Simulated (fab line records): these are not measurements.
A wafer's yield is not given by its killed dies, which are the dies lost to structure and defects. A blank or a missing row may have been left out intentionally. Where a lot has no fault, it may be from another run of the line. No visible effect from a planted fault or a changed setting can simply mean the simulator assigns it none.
Check of tool commonality || flow gf180mcu || Sample size 12 lots and 36 wafers

WHY IT WAS OPENED
GF_STI_THK_MEAS_24, reading STI_CVD_23_THK: flagged on 2 of 12 lots. Fault-free wafers read 653 nm, with a standard deviation of 8.8.
Rule: a lot gets a flag if all its wafers with a number sit over 4 standard deviations from that mean, or if no wafer of it has a number. All remaining lots are regarded as sound.

{"lot": "L298", "measured": "day 2 09:10", "on": "film-metro-01", "STI_CVD_23_THK (nm), wafer by wafer": "655 647 661", "flag": ""}
{"lot": "L299", "measured": "day 2 12:58", "on": "film-metro-01", "STI_CVD_23_THK (nm), wafer by wafer": "640 645 656", "flag": ""}
{"lot": "L301", "measured": "day 2 23:48", "on": "film-metro-01", "STI_CVD_23_THK (nm), wafer by wafer": "637 640 656", "flag": ""}
{"lot": "L302", "measured": "day 3 05:07", "on": "film-metro-03", "STI_CVD_23_THK (nm), wafer by wafer": "659 657 657", "flag": ""}
{"lot": "L303", "measured": "day 3 10:52", "on": "film-metro-01", "STI_CVD_23_THK (nm), wafer by wafer": "655 648 657", "flag": ""}
{"lot": "L304", "measured": "day 3 14:54", "on": "film-metro-02", "STI_CVD_23_THK (nm), wafer by wafer": "647 658 655", "flag": ""}
{"lot": "L305", "measured": "day 3 20:20", "on": "film-metro-02", "STI_CVD_23_THK (nm), wafer by wafer": "655 662 644", "flag": ""}
{"lot": "L306", "measured": "day 4 03:40", "on": "film-metro-02", "STI_CVD_23_THK (nm), wafer by wafer": "661 671 637", "flag": ""}
{"lot": "L307", "measured": "day 4 08:25", "on": "film-metro-03", "STI_CVD_23_THK (nm), wafer by wafer": "656 653 643", "flag": ""}
{"lot": "L315", "measured": "day 6 00:52", "on": "film-metro-01", "STI_CVD_23_THK (nm), wafer by wafer": "532 518 531", "flag": "FLAGGED"}
{"lot": "L317", "measured": "day 6 09:27", "on": "film-metro-02", "STI_CVD_23_THK (nm), wafer by wafer": "517 526 535", "flag": "FLAGGED"}
{"lot": "L320", "measured": "day 7 02:50", "on": "film-metro-03", "STI_CVD_23_THK (nm), wafer by wafer": "647 644 653", "flag": ""}
Average over the flagged lots: 526 nm; offset from the usual -126 nm, equal to -14 standard deviations.

TOOL THAT RAN EACH LOT
The record holds 1 process step before the reading, out of a route of 602 steps. Every cell lists first the tool, next ch and the chambers used by the sampled wafers, and last the start.
{"lot": "L298", "flag": "", "GF_STI_CVD_23": "hdpcvd-01 ch 0,1,2, day 2 09:05"}
{"lot": "L299", "flag": "", "GF_STI_CVD_23": "hdpcvd-01 ch 0,1, day 2 12:53"}
{"lot": "L301", "flag": "", "GF_STI_CVD_23": "hdpcvd-02 ch 0,2, day 2 23:42"}
{"lot": "L302", "flag": "", "GF_STI_CVD_23": "hdpcvd-02 ch 0,1, day 3 05:03"}
{"lot": "L303", "flag": "", "GF_STI_CVD_23": "hdpcvd-02 ch 0,2, day 3 10:47"}
{"lot": "L304", "flag": "", "GF_STI_CVD_23": "hdpcvd-01 ch 0,1,2, day 3 14:48"}
{"lot": "L305", "flag": "", "GF_STI_CVD_23": "hdpcvd-02 ch 1,2, day 3 20:14"}
{"lot": "L306", "flag": "", "GF_STI_CVD_23": "hdpcvd-01 ch 1,2, day 4 03:34"}
{"lot": "L307", "flag": "", "GF_STI_CVD_23": "hdpcvd-02 ch 1,2, day 4 08:19"}
{"lot": "L315", "flag": "FLAGGED", "GF_STI_CVD_23": "hdpcvd-01 ch 0,1, day 6 00:47"}
{"lot": "L317", "flag": "FLAGGED", "GF_STI_CVD_23": "hdpcvd-01 ch 0,1,2, day 6 09:23"}
{"lot": "L320", "flag": "", "GF_STI_CVD_23": "hdpcvd-02 ch 0,1,2, day 7 02:46"}
What is done by these steps:
- GF_STI_CVD_23: deposits SiO2, target thk 650 nm, time 108.3 s.
- GF_STI_THK_MEAS_24

FLAGGED OVER TOTAL, TOOL BY TOOL (the gauges that took the reading come last)
{"step": "GF_STI_CVD_23", "tool": "hdpcvd-01", "lots run": 6, "flagged": 2, "share of the flagged lots": "all", "sound lots run after its first flagged lot": 0}
{"step": "GF_STI_CVD_23", "tool": "hdpcvd-02", "lots run": 6, "flagged": 0, "share of the flagged lots": "none", "sound lots run after its first flagged lot": "-"}
{"step": "GF_STI_THK_MEAS_24", "tool": "film-metro-01", "lots run": 5, "flagged": 1, "share of the flagged lots": "some", "sound lots run after its first flagged lot": 0}
{"step": "GF_STI_THK_MEAS_24", "tool": "film-metro-02", "lots run": 4, "flagged": 1, "share of the flagged lots": "some", "sound lots run after its first flagged lot": 0}
{"step": "GF_STI_THK_MEAS_24", "tool": "film-metro-03", "lots run": 3, "flagged": 0, "share of the flagged lots": "none", "sound lots run after its first flagged lot": "-"}

WHAT THE TABLE ALLOWS
All flagged lots share 1 row of the table, namely hdpcvd-01 at GF_STI_CVD_23.
- hdpcvd-01 at GF_STI_CVD_23 ran 6 lots, 2 of them flagged. Last sound lot L306 at day 4 03:34, first flagged lot L315 at day 6 00:47; a fault beginning in between fits. Its own readings lie more than 4 standard deviations out on every wafer of the flagged lots: sih4-flow-sccm.
One tool is left: hdpcvd-01 at GF_STI_CVD_23.

WHAT WAS PUT IN BY THE SIMULATOR
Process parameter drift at GF_STI_CVD_23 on hdpcvd-01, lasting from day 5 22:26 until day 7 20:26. A move of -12 in setting sih4-flow-sccm, from 60. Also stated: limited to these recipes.
Struck lots among those shown: L315, L317. Same finding as the rule above.
